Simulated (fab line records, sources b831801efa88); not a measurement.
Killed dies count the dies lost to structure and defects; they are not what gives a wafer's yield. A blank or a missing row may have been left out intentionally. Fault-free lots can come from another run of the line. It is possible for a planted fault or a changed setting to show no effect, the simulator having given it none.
A lot that was struck, set against a sound lot || flow sky130 || 16 steps out of a route of 708
Sound: wafers L442.2, L442.5, L442.6. Wafers L447.1, L447.3, L447.6 were the ones struck. The cause is given at the end.
At each step with rows: each side's tool, then ch and its chambers, then its first start. Under that, the readings that differ: sound wafers || struck wafers || difference of the means || sigmas: that difference in standard deviations of wafers without a fault.
alike: same words and numbers on both sides, and readings whose means sit less than 2 such deviations apart. not compared: any withheld reading, any reading some wafer has no value for, any bound like >300 that may hide the same value, and any number with overlapping values for which the record gives no deviation.
A row with sigmas, a row that says differs or no value, or rows on one side alone: a step with any of these is where the two part. When numbers do not overlap yet have no deviation, they are printed without sigmas and do not part them. A reading missing from all wafers of one side parts the sides only when that side holds two or more wafers.

SKY_METAL1_THK_MEAS_06: measures by xrf.
  struck on filmMetro-03, day 35 10:35; sound on filmMetro-02, day 34 00:00
  alike: METAL1_ALCU_THK
then, 8 steps without rows for these wafers: SKY_METAL1_DEHYDRATE_07 (time 60 s); SKY_METAL1_HMDS_08 (prime time 60 s); SKY_METAL1_COAT_09 (resist thk 60 nm); SKY_METAL1_COAT_10 (resist thk 450 nm); SKY_METAL1_SOFTBAKE_11 (time 90 s); SKY_METAL1_EXPOSE_12 (exposes mask MM1, target cd 140 nm); SKY_METAL1_PEB_13; SKY_METAL1_DEVELOP_14 (develop time 60 s).
SKY_METAL1_CD_MEAS_15: the cd target is 140 nm.
  struck on cdSem-01, day 36 13:07; sound on cdSem-01, day 35 02:31
  alike: cdNm
SKY_METAL1_OVL_MEAS_16:
  struck on overlay-01, day 36 13:14; sound on overlay-02, day 35 02:37
  alike: METAL1_OVL
SKY_METAL1_DESCUM_17: chemistry O2, time 8 s.
  sound on rieMetal-01 ch 0,1, day 35 02:38; struck on rieMetal-03 ch 0,1, day 36 13:16
  alike: drypumpMotorCurrentA, oesProductAu
  not compared: rfHoursCounterH
SKY_METAL1_ETCH_18: etches BARC in N2/H2, stops on SiO2, time 45.9 s, target depth 60 nm.
  sound on rieMetal-01 ch 0,1, day 35 02:40; struck on rieMetal-03 ch 0,1, day 36 13:18
  no value came back on the struck wafers for any of 5 readings (biasW (W), chamberPressureMTorr (mTorr) and others); on the sound wafers biasW (W) reads 100.1 99.9 99.9
{"reading": "model.KrF-thick_of_METAL1_COAT_10.thkNm (nm)", "sound": "393.5 393 391.6", "struck": "437.2 438.9 438", "difference": "+45.3", "sigmas": ""}
  not compared: rfHoursCounterH
SKY_METAL1_METAL_ETCH_19: etches the open film in Cl2/BCl3, stops on SiO2, target depth 360 nm, time 78 s.
  sound on rieMetal-01 ch 0,1, day 35 02:44; struck on rieMetal-03 ch 0,1, day 36 13:22
{"reading": "oesProductAu (a.u.)", "sound": "0.846 0.850 0.854", "struck": "0.376 0.377 0.376", "difference": -0.474, "sigmas": -75}
{"reading": "model.KrF-thick_of_METAL1_COAT_10.thkNm (nm)", "sound": "159.8 160.3 160.8", "struck": "197.5 207.3 207.5", "difference": "+43.8", "sigmas": ""}
  alike: bcl3FlowSccm, biasW, drypumpMotorCurrentA, throttleValvePct
  not compared: rfHoursCounterH
SKY_METAL1_STRIP_20: strips in O2/N2.
  sound on plasmaAsher-04 ch 0,1, day 35 02:50; struck on plasmaAsher-04 ch 0,1, day 36 13:27
{"reading": "oesProductAu (a.u.)", "sound": "0.343 0.346 0.343", "struck": "0.360 0.366 0.359", "difference": "+0.018", "sigmas": "+4"}
{"reading": "stripTimeToEndpointS (s)", "sound": "2.71 2.72 2.71", "struck": "3.13 3.21 3.22", "difference": "+0.47", "sigmas": "+8"}
  alike: drypumpMotorCurrentA
  not compared: rfHoursCounterH
then, 1 step without rows for these wafers: SKY_METAL1_STRIP_21 (strips in post etch residue remover, time 1200 s).

== WHERE THEY PART ==
Last at SKY_METAL1_STRIP_20 as far as this record goes, first at SKY_METAL1_ETCH_18.

WHY: what the simulator had put in
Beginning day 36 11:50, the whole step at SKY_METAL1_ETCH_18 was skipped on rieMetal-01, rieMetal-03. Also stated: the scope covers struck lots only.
